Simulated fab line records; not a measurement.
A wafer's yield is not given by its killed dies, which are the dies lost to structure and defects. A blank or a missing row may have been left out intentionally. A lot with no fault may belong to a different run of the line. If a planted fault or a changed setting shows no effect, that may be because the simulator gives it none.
One fault through the eyes of 2 desks / flow gf180mcu / numbers are kept per desk, each desk with only its own; the story behind them comes last

TOOL OWNER'S DESK, plasmaAsher-04
The tool's own readings at GF_VT_IMPLANT_STRIP_20 (strips in O2/N2): means of the sampled wafers that have a number, for each lot that ran on this tool. The brackets show how far a lot's mean lies from the usual mean; more than 4 standard deviations puts the lot out of limits, marked OUT.
Columns: A = chamberPressureMTorr at GF_VT_IMPLANT_STRIP_20, usual 1500 mTorr; B = drypumpMotorCurrentA at GF_VT_IMPLANT_STRIP_20, usual 6.2 A; C = heaterPowerW at GF_VT_IMPLANT_STRIP_20, usual 339 W; D = n2FlowSccm at GF_VT_IMPLANT_STRIP_20, usual 299.8 sccm; E = oesProductAu at GF_VT_IMPLANT_STRIP_20, usual 0.716 a.u.
lot=L466; first seen here=day 9 13:46; A=1508; B=6.3; C=336; D=299.3; E=0.890 (+38) OUT
This desk finds L466 out of limits, L466 being first, at day 9 13:46 (oesProductAu at GF_VT_IMPLANT_STRIP_20). In limits: none.

METROLOGY DESK
Means of the sampled wafers that have a number, per lot and without regard to the tool the lot ran on: this is what the gauges read. The brackets show how far a lot's mean lies from the usual mean; more than 4 standard deviations puts the lot out of limits, marked OUT.
Columns: A = STI_OXIDATION_02_THK at GF_STI_THK_MEAS_30, usual 9.93 nm; B = DNWELL_TW at GF_DNWELL_TW_MEAS_09, usual 1368; C = VT_IMPLANT_3_TW at GF_VT_IMPLANT_TW_MEAS_32, usual 272.0
lot=L454; first seen here=day 2 11:56; A=9.64; B=1358; C=272.5
lot=L456; first seen here=day 3 00:05; A=10.10; B=1362; C=273.4
lot=L457; first seen here=day 3 03:18; A=9.40; B=1374; C=272.4
lot=L458; first seen here=day 3 08:31; A=9.95; B=1370; C=272.5
lot=L459; first seen here=day 3 12:35; A=9.83; B=1365; C=272.0
lot=L466; first seen here=day 5 00:52; A=10.03; B=1371; C=30.3 (-99 or more) OUT
lot=L470; first seen here=day 6 01:37; A=9.95; B=1370; C=270.4
lot=L473; first seen here=day 6 15:22; A=9.96; B=1359; C=271.8
lot=L475; first seen here=day 7 03:58; A=10.10; B=1370; C=272.1
lot=L476; first seen here=day 7 08:55; A=10.17; B=1368; C=270.9
Per this desk, out of limits: L466; the first was L466, day 10 06:22 (VT_IMPLANT_3_TW at GF_VT_IMPLANT_TW_MEAS_32). Within limits: L454, L456, L457, L458, L459, L470, L473, L475, L476.

TAKEN TOGETHER
At day 9 13:46, on L466, the tool owner's desk was in a position to raise an alarm.
At day 10 06:22 the metrology desk could have sounded an alarm, on L466.
On plasmaAsher-04, each named lot ran GF_VT_IMPLANT_STRIP_20.

WHAT THE SIMULATOR HAD INSERTED
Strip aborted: plasmaAsher-04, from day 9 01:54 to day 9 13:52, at GF_VT_IMPLANT_STRIP_20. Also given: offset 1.
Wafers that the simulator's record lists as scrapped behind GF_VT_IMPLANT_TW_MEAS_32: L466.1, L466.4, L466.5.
Struck lots among those shown: L466.
Time in hours from fault onset to the first out-of-limits reading at each desk: tool owner's desk 12, metrology desk 28.
